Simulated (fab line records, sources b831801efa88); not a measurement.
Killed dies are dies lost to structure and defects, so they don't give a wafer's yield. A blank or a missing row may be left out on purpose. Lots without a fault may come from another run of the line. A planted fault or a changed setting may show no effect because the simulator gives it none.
fab line records | flow sky130
record lots=6 wafers=18 last_day=49
route steps=708 shown METAL5@662
lots that met no fault: from a run of the same line without faults
start_h: hours from the record's first day to the start of the lot's first wafer shown | wait_h: hours since the lot's step before | " the same as in the row above | L1.1+2: a row that stands for several wafers | - no value, or no start given | * or withheld: withheld | < > ~ a bound
route shown NAME@n: a module of which the file shows steps, and the number in the route of the first | usual: mean/standard deviation of fault-free wafers | same: alike in all rows | chamber/n: place in a boat | sites: the reading at each site | _std_site: their standard deviation | _edge_site: outer sites' mean less inner sites' | radius_mm: how far each site lies from the wafer's centre | mask NAME#n: copy n | behind: the tool/chamber that last shaped the wafer | hold: why the lot was held/for how many hours/how that ended | device: the transistor (n, p or np) that didn't switch | end of line: the same wafers' tests at the end of the route | a step without rows: its recipe alone | killed: dies lost to structure and defects at the first sort, not the wafer's yield | map: a wafer's dies, x killed, . not, _ none there
set.NAME: the setting as run; set.NAME@STEP: as run at that earlier step | model.NAME: the simulator's own value behind a step, which no gauge read
lots at some steps of the route; a table a step, a row a wafer
services: from which hour (start_h, from the record's first day; less than 0 if before it) a tool's chamber was out of use, for how many hours, and why
## steps
# step SKY_METAL5_SPUTTER_01
# recipe material=TiN target_thk_nm=20 power_w=6500 time_s=16.7 chamber_pressure_pa=0.4
# usual throttle_valve_pct=30.6/1.1
# columns lot.wafer tool chamber start_h wait_h throttle_valve_pct
L806.1 pvd_sputter-01 - 1026.00 0.0 30.3
L806.3 " - " " 31.4
L806.4 " - " " 30.5
L805.2 pvd_sputter-01 - 1027.31 0.0 31.5
L805.3 " - " " 32.4
L805.4 " - " " 30.5
L808.3 pvd_sputter-02 - 1036.95 0.0 30.1
L808.4 " - " " 31.9
L808.5 " - " " 29.3
L809.1 pvd_sputter-02 - 1041.96 0.0 29.6
L809.3 " - " " 32.2
L809.5 " - " " 30.2
L818.1 pvd_sputter-01 - 1123.41 0.0 30.1
L818.3 " - " " 31.3
L818.6 " - " " 31.3
L822.1 pvd_sputter-02 - 1125.12 0.0 29.7
L822.5 " - " " 31.6
L822.6 " - " " 32.0
# step SKY_METAL5_SPUTTER_02
# recipe material=AlCu target_thk_nm=1150 power_w=10600 time_s=61.2 chamber_pressure_pa=0.4
# usual throttle_valve_pct=30.7/1.1
# columns lot.wafer tool chamber start_h wait_h throttle_valve_pct
L806.1 pvd_sputter-01 - 1026.02 0.0 30.4
L806.3 " - " " 31.1
L806.4 " - " " 30.7
L805.2 pvd_sputter-01 - 1027.33 0.0 31.3
L805.3 " - " " 32.5
L805.4 " - " " 30.6
L808.3 pvd_sputter-02 - 1036.97 0.0 30.1
L808.4 " - " " 31.8
L808.5 " - " " 29.6
L809.1 pvd_sputter-02 - 1041.98 0.0 29.3
L809.3 " - " " 32.1
L809.5 " - " " 30.2
L818.1 pvd_sputter-01 - 1123.43 0.0 30.3
L818.3 " - " " 31.4
L818.6 " - " " 31.4
L822.1 pvd_sputter-02 - 1125.14 0.0 29.6
L822.5 " - " " 31.8
L822.6 " - " " 32.0
# step SKY_METAL5_SPUTTER_03
# recipe material=Ti target_thk_nm=5 power_w=3000 time_s=3.3 chamber_pressure_pa=0.4
# usual throttle_valve_pct=30.7/1.1
# columns lot.wafer tool chamber start_h wait_h throttle_valve_pct
L806.1 pvd_sputter-01 - 1026.07 0.0 30.2
L806.3 " - " " 31.4
L806.4 " - " " 30.8
L805.2 pvd_sputter-01 - 1027.38 0.0 31.3
L805.3 " - " " 32.4
L805.4 " - " " 30.3
L808.3 pvd_sputter-02 - 1037.02 0.0 30.1
L808.4 " - " " 32.1
L808.5 " - " " 29.7
L809.1 pvd_sputter-02 - 1042.03 0.0 29.4
L809.3 " - " " 31.9
L809.5 " - " " 30.1
L818.1 pvd_sputter-01 - 1123.48 0.0 30.2
L818.3 " - " " 31.1
L818.6 " - " " 31.1
L822.1 pvd_sputter-02 - 1125.19 0.0 29.6
L822.5 " - " " 31.7
L822.6 " - " " 32.1
# step SKY_METAL5_SPUTTER_04
# recipe material=TiN target_thk_nm=70 power_w=6500 time_s=58.3 chamber_pressure_pa=0.4
# usual throttle_valve_pct=30.7/1.1
# columns lot.wafer tool chamber start_h wait_h throttle_valve_pct
L806.1 pvd_sputter-01 - 1026.09 0.0 30.4
L806.3 " - " " 31.1
L806.4 " - " " 30.4
L805.2 pvd_sputter-01 - 1027.40 0.0 30.8
L805.3 " - " " 32.5
L805.4 " - " " 30.2
L808.3 pvd_sputter-02 - 1037.04 0.0 30.2
L808.4 " - " " 32.0
L808.5 " - " " 29.4
L809.1 pvd_sputter-02 - 1042.05 0.0 29.3
L809.3 " - " " 31.8
L809.5 " - " " 30.3
L818.1 pvd_sputter-01 - 1123.50 0.0 30.3
L818.3 " - " " 31.4
L818.6 " - " " 31.4
L822.1 pvd_sputter-02 - 1125.21 0.0 29.3
L822.5 " - " " 31.4
L822.6 " - " " 32.0
# step SKY_METAL5_RS_MEAS_05
# recipe thk_meas_gauge=four-point-probe reads=TiN_of_METAL5_SPUTTER_04+Ti_of_METAL5_SPUTTER_03+AlCu_of_METAL5_SPUTTER_02+TiN_of_METAL5_SPUTTER_01+Ti_of_METAL5_SPUTTER_00
# usual METAL5_ALCU_RS=0.02706/0.00026
# columns lot.wafer tool chamber start_h wait_h METAL5_ALCU_RS[ohm/sq]
L806.1 film_metro-01 - 1026.14 0.0 0.02709
L806.3 " - " " 0.02709
L806.4 " - " " 0.027
L805.2 film_metro-04 - 1027.47 0.0 0.02707
L805.3 " - " " 0.02722
L805.4 " - " " 0.02722
L808.3 film_metro-04 - 1037.13 0.1 0.02716
L808.4 " - " " 0.0271
L808.5 " - " " 0.02731
L809.1 film_metro-04 - 1042.10 0.0 0.02739
L809.3 " - " " 0.02725
L809.5 " - " " 0.02714
L818.1 film_metro-01 - 1123.55 0.0 0.02734
L818.3 " - " " 0.02756
L818.6 " - " " 0.02717
L822.1 film_metro-01 - 1125.26 0.0 0.02761
L822.5 " - " " 0.02738
L822.6 " - " " 0.02734
# step SKY_METAL5_THK_MEAS_06
# recipe thk_meas_gauge=xrf reads=AlCu_of_METAL5_SPUTTER_02
# usual METAL5_ALCU_THK=1129/14
# columns lot.wafer tool chamber start_h wait_h METAL5_ALCU_THK[nm]
L806.1 film_metro-01 - 1026.26 0.1 1129
L806.3 " - " " 1122
L806.4 " - " " 1127
L805.2 film_metro-04 - 1027.58 0.1 1136
L805.3 " - " " 1125
L805.4 " - " " 1129
L808.3 film_metro-04 - 1037.23 0.1 1133
L808.4 " - " " 1137
L808.5 " - " " 1127
L809.1 film_metro-04 - 1042.22 0.1 1123
L809.3 " - " " 1126
L809.5 " - " " 1128
L818.1 film_metro-01 - 1123.67 0.1 1097
L818.3 " - " " 1095
L818.6 " - " " 1109
L822.1 film_metro-01 - 1125.38 0.1 1101
L822.5 " - " " 1113
L822.6 " - " " 1111
# step SKY_METAL5_DEHYDRATE_07
# recipe temp_c=200 time_s=60
# step SKY_METAL5_HMDS_08
# recipe prime_time_s=60 prime_temp_c=120
# step SKY_METAL5_COAT_09
# recipe resist=NOVOLAK spin_rpm=3000 resist_thk_nm=1800
# step SKY_METAL5_SOFTBAKE_10
# recipe temp_c=90 time_s=60 resist=NOVOLAK
# step SKY_METAL5_EXPOSE_11
# recipe mask_id=MM5 na=0.6 source_shape=conventional sigma_outer=0.6 polarization=unpolarized target_cd_nm=1600 dose_mj=190
# step SKY_METAL5_PEB_12
# recipe temp_c=withheld time_s=* resist=NOVOLAK
# step SKY_METAL5_DEVELOP_13
# recipe resist=NOVOLAK developer=TMAH develop_time_s=60 dev_temp_c=22.59
# usual chill_plate_temp_C=23.00/0.097 develop_time_s=60/0 developer_temp_C=22.61/0.087
# columns lot.wafer tool chamber start_h wait_h chill_plate_temp_C develop_time_s developer_temp_C
L806.1 litho_track-04 0 1048.03 0.1 23.10 60 22.64
L806.3 " 0 " " 23.11 60 22.63
L806.4 " 0 " " 22.92 60 22.51
L805.2 litho_track-03 0 1050.21 0.1 23.03 60 22.73
L805.3 " 0 " " 23.00 60 22.58
L805.4 " 0 " " 23.05 60 22.48
L808.3 litho_track-03 - 1058.83 0.1 - - -
L808.4 " - " " - - -
L808.5 " - " " - - -
L809.1 litho_track-03 - 1062.58 0.1 - - -
L809.3 " - " " - - -
L809.5 " - " " - - -
L818.1 litho_track-04 0 1142.43 0.1 22.95 60 22.63
L818.3 " 0 " " 22.92 60 22.61
L818.6 " 0 " " 22.78 60 22.60
L822.1 litho_track-01 0 1143.64 0.1 23.17 60 22.65
L822.5 " 0 " " 22.91 60 22.51
L822.6 " 0 " " 23.12 60 22.61
# step SKY_METAL5_DESCUM_14
# recipe chemistry=O2 source_power_w=150 bias_power_w=0 pressure_mtorr=10 temp_c=40 time_s=11
# usual drypump_motor_current_A=5.8/0.4 oes_product_au=0.999/0.0087
# columns lot.wafer tool chamber start_h wait_h drypump_motor_current_A oes_product_au rf_hours_counter_h
L806.1 rie_metal-04 0 1048.18 0.1 6.3 0.995 5
L806.3 " 0 " " 6.3 1.007 -
L806.4 " 1 " " 5.4 0.986 -
L805.2 rie_metal-02 1 1050.34 0.1 5.9 0.991 -
L805.3 " 1 " " 6.0 0.992 -
L805.4 " 1 " " 6.0 0.994 -
L808.3 rie_metal-03 1 1058.94 0.1 5.4 1.003 -
L808.4 " 0 " " 5.9 1.008 -
L808.5 " 1 " " 5.4 1.002 -
L809.1 rie_metal-02 1 1062.73 0.1 6.0 0.999 25
L809.3 " 0 " " 5.1 1.009 -
L809.5 " 0 " " 5.1 1.009 -
L818.1 rie_metal-03 0 1142.58 0.1 5.9 1.002 15
L818.3 " 0 " " 6.0 1.017 -
L818.6 " 0 " " 6.0 1.010 -
L822.1 rie_metal-02 0 1143.79 0.1 5.1 1.006 9
L822.5 " 0 " " 5.1 1.007 -
L822.6 " 1 " " 6.0 0.996 -
## services
# columns tool chamber start_h hours kind
rie_metal-04 - 1023.89 2.8 pm
rie_metal-02 0 1026.25 - clean
rie_metal-02 0 1026.25 24.7 scheduled_down
rie_metal-02 0 1026.25 24.7 vent_cycle
rie_metal-02 0 1070.93 26.7 repair
rie_metal-04 1 1078.22 9.3 repair
rie_metal-02 1 1101.87 - clean
rie_metal-02 1 1101.87 32.4 scheduled_down
rie_metal-02 1 1101.87 32.4 vent_cycle
pvd_sputter-02 - 1108.06 4.8 repair
rie_metal-03 1 1141.47 4.6 repair
## key
first_sign step=SKY_METAL5_DEVELOP_13 reading=tool_record direction=missing
effect none on later readings
met_at SKY_METAL5_DEVELOP_13
struck_wafers L808.3,L808.4,L808.5,L809.1,L809.3,L809.5
later_rows_left_out L808.3,L808.4,L808.5,L809.1,L809.3,L809.5
sort_left_out L808.3,L808.4,L808.5,L809.1,L809.3,L809.5
onset_between 1050.21 1058.83
fault kind=skipped_step_whole tool=litho_track-03 chamber=- onset_h=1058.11 steps=SKY_METAL5_DEVELOP_13 scope=struck_lots_only
# sort_left_out: the simulated sort isn't trusted on such a fault, so these wafers' sort isn't shown, and their yield isn't known
# later_rows_left_out: the simulator's readings of these wafers behind a module that went badly wrong aren't trusted and aren't shown, but for the sort
